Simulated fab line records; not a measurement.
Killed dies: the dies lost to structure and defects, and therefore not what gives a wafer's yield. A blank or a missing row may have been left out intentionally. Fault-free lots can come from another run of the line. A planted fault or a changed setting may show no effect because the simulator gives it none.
fab line records ; flow gf180mcu
[record] lots = 7; wafers = 21; last-day = 34
route steps=602 shown STI@25 DNWELL@32
lots that met no fault: taken from a fault-free run of the same line
start-h: start of the lot's first displayed wafer, in hours after the record's first day ; wait-h: hours elapsed since this lot's preceding step ; " the same as in the row above ; L1.1+2: several wafers, shown together as one row ; - no value present, or no start provided ; * or withheld: withheld ; < > ~ a bound
route shown NAME@n: names a module that has steps shown in the file, with the first one's number in the route ; usual: mean/standard deviation taken from wafers without a fault ; same: alike in all rows ; chamber/n: place in a boat ; sites: the reading at each site ; _std_site: their standard deviation ; _edge_site: outer sites' mean less inner sites' ; radius-mm: for every site, how far away it sits from the centre of the wafer ; mask NAME#n: copy n ; behind: the last tool/chamber to shape the wafer ; hold: why the lot went on hold/how many hours it stayed there/how the hold came to an end ; device: which transistor (n, p or np) failed to switch ; end of line: the tests these same wafers got at the end of their route ; a step given without rows: its recipe and nothing more ; killed: at the first sort, the dies lost to defects and structure; wafer yield is something else ; map: a wafer's dies, marking killed ones x, the rest . and places with no die _
set.NAME: the setting that was run; set.NAME@STEP: the one run at that earlier step ; model.NAME: the simulator's own value behind a step, which no gauge read
lots at selected steps of the route; one table per step, one row per wafer
services: from which hour (start-h, from the record's first day; less than 0 if before it) a tool's chamber was out of use, for how many hours, and why
[[steps]]
[step GF_STI_THK_MEAS_24]
[recipe] reads = SiO2_of_STI_CVD_23
[usual] STI_CVD_23_THK = 652/5.8
lot.wafer;tool;chamber;start-h;wait-h;STI_CVD_23_THK[nm]
L776.1;film-metro-04;-;80.82;0.0;653
L776.2;film-metro-04;-;80.82;0.0;658
L776.6;film-metro-04;-;80.82;0.0;662
L779.1;film-metro-03;-;95.25;0.0;648
L779.4;film-metro-03;-;95.25;0.0;653
L779.5;film-metro-03;-;95.25;0.0;659
L780.4;film-metro-04;-;100.46;0.0;648
L780.5;film-metro-04;-;100.46;0.0;653
L780.6;film-metro-04;-;100.46;0.0;649
L781.2;film-metro-02;-;106.54;0.0;654
L781.5;film-metro-02;-;106.54;0.0;657
L781.6;film-metro-02;-;106.54;0.0;659
L782.2;film-metro-03;-;112.17;0.0;653
L782.3;film-metro-03;-;112.17;0.0;651
L782.5;film-metro-03;-;112.17;0.0;660
L788.3;film-metro-04;-;142.63;0.1;655
L788.4;film-metro-04;-;142.63;0.1;650
L788.6;film-metro-04;-;142.63;0.1;658
L789.1;film-metro-02;-;147.29;0.0;661
L789.2;film-metro-02;-;147.29;0.0;656
L789.5;film-metro-02;-;147.29;0.0;659
[step GF_STI_CMP_25]
[recipe] stop-on = Si3N4; t-overpolish-s = 33; down-force-psi = 4; platen-rpm = 60; target-thk-nm = 524.6; pad-velocity-m-s = 0.94248
[usual] motor-current-A = 12.2/1.6; overpolish-run-s = 33.002/0.0091; time-to-endpoint-s = 125/4.5
lot.wafer;tool;chamber;start-h;wait-h;motor-current-A;overpolish-run-s;time-to-endpoint-s
L776.2;cmp-02;0;80.93;0.1;12.6;33.020;127
L776.1;cmp-02;2;80.93;0.1;14.7;33.007;123
L776.6;cmp-02;0;80.93;0.1;12.5;32.991;127
L779.1;cmp-02;2;95.41;0.1;14.5;33.009;121
L779.4;cmp-02;3;95.41;0.1;10.0;32.999;126
L779.5;cmp-02;0;95.41;0.1;13.0;33.002;130
L780.4;cmp-01;1;100.49;0.0;11.1;33.005;124
L780.5;cmp-01;1;100.49;0.0;10.5;32.995;121
L780.6;cmp-01;2;100.49;0.0;14.0;33.007;118
L781.2;cmp-01;2;106.74;0.2;13.9;32.984;117
L781.6;cmp-01;3;106.74;0.2;10.7;33.009;119
L781.5;cmp-01;0;106.74;0.2;12.5;32.992;119
L782.2;cmp-02;1;112.22;0.0;11.7;32.980;126
L782.3;cmp-02;2;112.22;0.0;14.3;33.005;124
L782.5;cmp-02;1;112.22;0.0;11.4;33.017;124
L788.3;cmp-02;0;142.72;0.1;12.8;32.998;132
L788.4;cmp-02;1;142.72;0.1;11.2;33.000;127
L788.6;cmp-02;0;142.72;0.1;13.0;33.005;135
L789.1;cmp-02;1;147.40;0.1;10.9;32.996;130
L789.2;cmp-02;3;147.40;0.1;10.4;32.991;132
L789.5;cmp-02;0;147.40;0.1;12.7;33.003;139
[step GF_STI_WET_ETCH_26]
[recipe] chemistry = dHF; target-depth-nm = 94; target = SiO2; temp-c = 25; dilution = 10:1; time-s = 188
[step GF_STI_WET_ETCH_27]
[recipe] chemistry = H3PO4; target-depth-nm = 160; target = Si3N4; temp-c = 160; time-s = 1825
[step GF_STI_WET_ETCH_28]
[recipe] chemistry = dHF; target-depth-nm = 20; dry = ipa-marangoni; target = SiO2; temp-c = 25; dilution = 10:1; time-s = 40
[step GF_STI_OXIDATION_29]
[recipe] temp-c = 900; ambient = O2; stabilise-s = 600; purge-s = 300; target-thk-a = 100; ox-time-s = 1418
[step GF_STI_THK_MEAS_30]
[recipe] reads = SiO2_of_STI_OXIDATION_29
[usual] STI_OXIDATION_02_THK = 10.12/0.17
lot.wafer;tool;chamber;start-h;wait-h;STI_OXIDATION_02_THK[nm]
L776.1;film-metro-03;-;83.65;0.0;10.25
L776.2;film-metro-03;-;83.65;0.0;10.10
L776.6;film-metro-03;-;83.65;0.0;10.00
L779.1;film-metro-03;-;97.62;0.0;9.92
L779.4;film-metro-03;-;97.62;0.0;10.18
L779.5;film-metro-03;-;97.62;0.0;10.12
L780.4;film-metro-02;-;104.30;0.0;10.08
L780.5;film-metro-02;-;104.30;0.0;9.82
L780.6;film-metro-02;-;104.30;0.0;10.00
L781.2;film-metro-04;-;109.01;0.0;10.18
L781.5;film-metro-04;-;109.01;0.0;10.07
L781.6;film-metro-04;-;109.01;0.0;10.27
L782.2;film-metro-03;-;114.68;0.0;9.90
L782.3;film-metro-03;-;114.68;0.0;9.91
L782.5;film-metro-03;-;114.68;0.0;10.03
L788.3;film-metro-03;-;146.04;0.0;10.02
L788.4;film-metro-03;-;146.04;0.0;10.20
L788.6;film-metro-03;-;146.04;0.0;10.29
L789.1;film-metro-02;-;149.64;0.0;10.10
L789.2;film-metro-02;-;149.64;0.0;9.90
L789.5;film-metro-02;-;149.64;0.0;10.13
[step GF_DNWELL_DEHYDRATE_00]
[recipe] temp-c = 200; time-s = 60
[step GF_DNWELL_HMDS_01]
[recipe] prime-time-s = 60; prime-temp-c = 120
[step GF_DNWELL_COAT_02]
[recipe] spin-rpm = 2000; resist-thk-nm = 3000
[step GF_DNWELL_SOFTBAKE_03]
[recipe] temp-c = 109.6; time-s = withheld
[step GF_DNWELL_EXPOSE_04]
[recipe] mask-id = DNWELL; target-cd-nm = 1700; na = 0.6; source-shape = conventional; sigma-outer = 0.6; dose-mj = 260
[step GF_DNWELL_PEB_05]
[recipe] temp-c = 115; time-s = withheld
[usual] chill-plate-temp-C = 22.99/0.12; exhaust-pa = 45.0/0.82
lot.wafer;tool;chamber;start-h;wait-h;chill-plate-temp-C;exhaust-pa
L776.1;litho-track-01;0;97;-;23.17;45.2
L776.2;litho-track-01;0;97;-;23.08;45.4
L776.6;litho-track-01;0;97;-;22.98;45.6
L779.1;litho-track-02;0;111;-;22.99;44.7
L779.4;litho-track-02;0;111;-;22.99;45.7
L779.5;litho-track-02;0;111;-;23.19;45.5
L780.4;litho-track-02;-;118;-;-;-
L780.5;litho-track-02;-;118;-;-;-
L780.6;litho-track-02;-;118;-;-;-
L781.2;litho-track-02;-;123;-;-;-
L781.5;litho-track-02;-;124;-;-;-
L781.6;litho-track-02;-;124;-;-;-
L782.2;litho-track-03;-;129;-;-;-
L782.3;litho-track-03;-;129;-;-;-
L782.5;litho-track-03;-;129;-;-;-
L788.3;litho-track-02;0;161;-;22.94;44.6
L788.4;litho-track-02;0;161;-;22.93;44.1
L788.6;litho-track-02;0;161;-;22.96;45.0
L789.1;litho-track-01;0;165;-;22.95;45.8
L789.2;litho-track-01;0;165;-;23.00;44.0
L789.5;litho-track-01;0;165;-;23.01;45.2
[step GF_DNWELL_DEVELOP_06]
[recipe] wall-angle-deg = 90; develop-time-s = 60; dev-temp-c = 23
[[services]]
tool;chamber;start-h;hours;kind
cmp-01;-;64.12;4.0;pm
cmp-01;-;68.12;-;consumable-replace:conditioner
cmp-01;-;68.12;-;consumable-replace:pad
cmp-01;-;96.15;1.3;repair
cmp-02;-;127.28;0.5;repair
litho-track-02;-;127.76;-;consumable-replace:filter
cmp-01;-;138.31;7.8;repair
cmp-02;-;148.56;3.5;pm
[[key]]
[first-sign] step = GF_DNWELL_PEB_05; reading = tool-record; direction = missing
effect none on later readings
met-at GF_DNWELL_PEB_05
struck-wafers L780.4,L780.5,L780.6,L781.2,L781.5,L781.6,L782.2,L782.3,L782.5
sort-left-out L780.4,L780.5,L780.6,L781.2,L781.5,L781.6,L782.2,L782.3,L782.5
tester-left-out L780,L781,L782
onset-between 111 118
[fault] kind = skipped-step-whole; tool = litho-track-02,litho-track-03; chamber = -; onset-h = 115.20; steps = GF_DNWELL_PEB_05; scope = struck-lots-only
// tester-left-out: of these lots the tester's yield and bins aren't shown, on N5 and GAA mostly nor the transistor test; their killed dies are dies lost to structure and defects alone, not to doping, threshold or leakage, so they don't give the yield
// sort-left-out: the simulated sort isn't trusted on such a fault, so these wafers' sort isn't shown, and their yield isn't known
